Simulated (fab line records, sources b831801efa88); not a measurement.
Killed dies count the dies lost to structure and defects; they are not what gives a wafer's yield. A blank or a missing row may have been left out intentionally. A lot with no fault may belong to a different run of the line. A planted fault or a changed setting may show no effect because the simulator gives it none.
Which tool is to blame? ; flow gf180mcu ; Sampling: 11 lots, 33 wafers, 5 of 602 route steps

## WHAT EACH GAUGE READ, for each wafer
GF_PSD_RS_MEAS_14: the measuring method here is four-point-probe.
lot;measured;on;NSD_RS (ohm/sq)
L866;day 13 23:28;film-metro-04;46.14 46.11 46.10
L870;day 15 15:26;film-metro-03;46.28 46.22 46.38
L871;day 16 06:40;film-metro-04;46.16 46.26 46.19
L872;day 16 06:29;film-metro-01;46.06 46.14 46.10
L877;day 18 03:28;film-metro-03;46.35 46.31 46.37
L878;day 18 23:37;film-metro-01;46.07 46.21 46.08
L879;day 18 23:43;film-metro-03;49.65 49.76 49.72
L880;day 19 13:01;film-metro-01;49.47 49.49 49.46
L883;day 20 11:33;film-metro-04;46.14 46.24 46.09
L885;day 21 00:42;film-metro-04;46.16 46.20 46.08
L889;day 22 12:41;film-metro-01;46.08 46.05 46.04

## WHAT TOOL EACH LOT RAN ON (gives the tool, then ch and the chambers of the sampled wafers, and finally the start)
lot;GF_HV_LDD_STRIP_10;GF_HV_LDD_STRIP_22;GF_NSD_IMPLANT_09;GF_NSD_STRIP_11
L866;plasma-asher-04 ch 0,1, day 9 19:53;plasma-asher-03 ch 1, day 10 13:45;implanter-01 ch 0, day 13 02:46;plasma-asher-02 ch 0,1, day 13 03:02
L870;plasma-asher-04 ch 0,1, day 10 22:48;plasma-asher-03 ch 0,1, day 11 17:02;implanter-03 ch 0, day 14 17:33;plasma-asher-02 ch 0,1, day 14 17:50
L871;plasma-asher-04 ch 0,1, day 11 14:32;plasma-asher-03 ch 1, day 12 09:53;implanter-04 ch 0, day 15 08:33;plasma-asher-04 ch 0,1, day 15 08:51
L872;plasma-asher-01 ch 0,1, day 11 16:44;plasma-asher-03 ch 0,1, day 12 12:05;implanter-03 ch 0, day 15 08:29;plasma-asher-01 ch 0,1, day 15 08:46
L877;plasma-asher-03 ch 0,1, day 13 13:29;plasma-asher-04 ch 0,1, day 14 09:25;implanter-04 ch 0, day 17 04:31;plasma-asher-04 ch 0,1, day 17 04:47
L878;plasma-asher-04 ch 0,1, day 14 01:43;plasma-asher-04 ch 0,1, day 14 23:10;implanter-01 ch 0, day 17 23:18;plasma-asher-02 ch 0,1, day 17 23:36
L879;plasma-asher-03 ch 0,1, day 14 02:01;plasma-asher-04 ch 0,1, day 14 23:47;implanter-03 ch 0, day 17 23:37;plasma-asher-01 ch 0,1, day 17 23:54
L880;plasma-asher-04 ch 0,1, day 14 17:34;plasma-asher-04 ch 0,1, day 15 15:11;implanter-03 ch 0, day 18 12:04;plasma-asher-02 ch 0,1, day 18 12:20
L883;plasma-asher-04 ch 0,1, day 15 12:12;plasma-asher-04 ch 0,1, day 16 09:26;implanter-01 ch 0, day 19 11:21;plasma-asher-01 ch 0,1, day 19 11:39
L885;plasma-asher-01 ch 0,1, day 15 23:44;plasma-asher-03 ch 0,1, day 16 20:52;implanter-01 ch 0, day 19 23:58;plasma-asher-02 ch 0,1, day 20 00:13
L889;plasma-asher-04 ch 0,1, day 17 08:14;plasma-asher-01 ch 0,1, day 18 07:34;implanter-03 ch 0, day 21 12:51;plasma-asher-02 ch 0,1, day 21 13:08
- GF_HV_LDD_STRIP_10: strips in O2/N2.
- GF_HV_LDD_STRIP_22: strips in O2/N2.
- GF_NSD_IMPLANT_09
- GF_NSD_STRIP_11: strips in O2/N2.

## THE ANSWER, worked out from the rows above alone
Rule: usual is defined by the lots themselves. The widest of any qualifying gaps counts: lots, ordered by their means at a reading, are off when they make up no more than a third of the lots, leave a main group of 4 or more, and stand apart from it by 3 or more times the standard deviation of that group's means. Not used: any main group whose means are identical at the precision the tables above print for the reading. A lot without any number at a reading at which 4 lots or more have one is off too. The other lots that the step has rows for count as sound.
Off: L879, L880, seen at GF_PSD_RS_MEAS_14 (NSD_RS). The main group: mean 46.17 ohm/sq, standard deviation 0.088.
If a tool, at a process step before that reading, ran all the lots that are off and no sound lot after the first of them, it fits. Gauges at GF_PSD_RS_MEAS_14: tried the same way as those tools. No candidate that was tried fits.

## WHAT WAS PUT IN BY THE SIMULATOR
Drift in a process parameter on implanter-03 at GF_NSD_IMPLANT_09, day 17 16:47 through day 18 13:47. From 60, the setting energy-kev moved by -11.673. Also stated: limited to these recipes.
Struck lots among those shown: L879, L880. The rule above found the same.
